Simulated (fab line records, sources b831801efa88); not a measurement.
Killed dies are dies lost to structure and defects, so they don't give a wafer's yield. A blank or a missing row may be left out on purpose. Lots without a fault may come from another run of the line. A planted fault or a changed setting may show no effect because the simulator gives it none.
A struck lot beside a sound one | flow gf180mcu | 29 steps out of a route of 602
Sound: wafers L289.1, L289.5, L289.6. Struck: wafer L277.6. (L277.1, L277.4 of the same lot were not struck and are left out.) The cause comes at the end.
At each step with rows: each side's tool, then ch and its chambers, then its first start. Under that, the readings that differ: sound wafers | struck wafers | difference of the means | sigmas: that difference in standard deviations of wafers without a fault.
alike: readings whose means differ by less than 2 such deviations, and words and numbers that are the same on both sides. not compared: withheld readings, readings that some wafer has no value for, bounds like >300 that may hide the same value, and numbers for which the record gives no deviation and whose values overlap.
The two part at a step that has a row with sigmas, a row that says differs or no value, or rows on one side only. Numbers that don't overlap but have no deviation are shown without sigmas and don't part them. A reading that every wafer of one side lacks parts them only if that side has two wafers or more.

first, 6 steps without rows for these wafers: GF_HV_LDD_IMPLANT_48; GF_HV_LDD_STRIP_49 (strips in O2/N2); GF_HV_LDD_CLEAN_51 (cleans in SC1/SC2, time 150 s); GF_HV_LDD_RTA_52 (time 10 s); GF_HV_LDD_CVD_54 (deposits SiO2 from TEOS, target thk 10 nm, time 75 s); GF_HV_LDD_CVD_56 (deposits Si3N4 from DCS/NH3, target thk 90 nm, time 1543 s).
GF_HV_LDD_ETCHBACK_58: etches Si3N4 in CH3F/O2, stops on SiO2, time 100 s, target depth 90 nm.
  sound on rie_diel-02 ch 0,2,3, day 19 00:20; struck on rie_diel-04 ch 0, day 14 06:56
  alike: chamber_pressure_mTorr, drypump_motor_current_A, oes_product_au, throttle_valve_pct
  not compared: rf_hours_counter_h
then, 21 steps without rows for these wafers: GF_NSD_DEHYDRATE_00 (time 60 s); GF_NSD_HMDS_01 (prime time 60 s); GF_NSD_COAT_02 (resist thk 1000 nm); GF_NSD_SOFTBAKE_03 (time 60 s); GF_NSD_EXPOSE_04 (exposes mask Nplus, target cd 400 nm); GF_NSD_PEB_05; GF_NSD_DEVELOP_06 (develop time 60 s); GF_NSD_IMPLANT_09; GF_NSD_IMPLANT_10; GF_NSD_STRIP_11 (strips in O2/N2); GF_PSD_DEHYDRATE_00 (time 60 s); GF_PSD_HMDS_01 (prime time 60 s); GF_PSD_COAT_02 (resist thk 1000 nm); GF_PSD_SOFTBAKE_03 (time 60 s); GF_PSD_EXPOSE_04 (exposes mask Pplus, target cd 400 nm); GF_PSD_PEB_05; GF_PSD_DEVELOP_06 (develop time 60 s); GF_PSD_IMPLANT_09; GF_PSD_STRIP_10 (strips in O2/N2); GF_PSD_CLEAN_12 (cleans in SC1/SC2, time 150 s); GF_PSD_RTA_13 (time 20 s).
-- the record jumps here: 16 days lie between the struck wafers' starts before and after (it left off in module PSD and takes up again in module PASSIVATION, whose first step shown is number 602 of the route) --
GF_PASSIVATION_PROBE_99:
  the record has rows for the struck wafers here (prober-02, day 30 16:45) and none for the sound ones

WHERE THEY PART
Only at GF_PASSIVATION_PROBE_99, within this record.

WHY: what the simulator had put in
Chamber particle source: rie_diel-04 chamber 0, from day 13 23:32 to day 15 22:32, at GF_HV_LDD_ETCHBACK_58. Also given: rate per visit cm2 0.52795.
